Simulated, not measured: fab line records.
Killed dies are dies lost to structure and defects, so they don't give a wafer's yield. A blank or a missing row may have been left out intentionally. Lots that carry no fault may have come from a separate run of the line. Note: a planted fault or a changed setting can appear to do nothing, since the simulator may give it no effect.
Which tool did it? + flow gf180mcu + 6 lots, 18 wafers sampled, at 2 steps of a route of 602

== WHAT THE GAUGES SHOWED, per wafer ==
GF_HV_LDD_TW_MEAS_38.
| lot  | measured     | on            | HV_LDD_3_TW    |
|------|--------------|---------------|----------------|
| L281 | day 12 02:20 | film-metro-03 | 1424 1432 1430 |
| L286 | day 14 01:41 | film-metro-01 | 1434 1433 1432 |
| L288 | day 14 17:05 | film-metro-03 | 1435 1428 1437 |
| L291 | day 15 09:42 | film-metro-03 | 1401 1403 1401 |
| L294 | day 16 11:40 | film-metro-01 | 1430 1432 1434 |
| L302 | day 19 02:29 | film-metro-01 | 1432 1433 1431 |

== WHAT TOOL EACH LOT RAN ON (gives the tool, then ch and the chambers of the sampled wafers, and finally the start) ==
| lot  | GF_HV_LDD_IMPLANT_33            |
|------|---------------------------------|
| L281 | implanter-03 ch 0, day 12 01:38 |
| L286 | implanter-04 ch 0, day 14 00:59 |
| L288 | implanter-04 ch 0, day 14 16:23 |
| L291 | implanter-02 ch 0, day 15 09:02 |
| L294 | implanter-03 ch 0, day 16 10:58 |
| L302 | implanter-03 ch 0, day 19 01:47 |
- GF_HV_LDD_IMPLANT_33

== THE ANSWER, worked out from the rows above alone ==
Rule: the lots themselves supply what counts as usual. The widest of any qualifying gaps counts: lots, ordered by their means at a reading, are off when they make up no more than a third of the lots, leave a main group of 4 or more, and stand apart from it by 3 or more times the standard deviation of that group's means. Not used: any main group whose means are identical at the precision the tables above print for the reading. Also off: a lot with no number at a reading for which 4 or more lots have one. Any other lot the step has rows for is counted as sound.
Off: L291, seen at GF_HV_LDD_TW_MEAS_38 (HV_LDD_3_TW). The main group has a mean of 1432 with a standard deviation of 1.7.
A tool fits if, at a process step before that reading, it ran every lot that is off, and no sound lot after the first of them. Gauges at GF_HV_LDD_TW_MEAS_38: tried the same way as those tools. This does not decide it: 2 tools fit, namely implanter-02 at GF_HV_LDD_IMPLANT_33 and film-metro-03 at GF_HV_LDD_TW_MEAS_38.

== WHAT THE SIMULATOR HAD PUT IN ==
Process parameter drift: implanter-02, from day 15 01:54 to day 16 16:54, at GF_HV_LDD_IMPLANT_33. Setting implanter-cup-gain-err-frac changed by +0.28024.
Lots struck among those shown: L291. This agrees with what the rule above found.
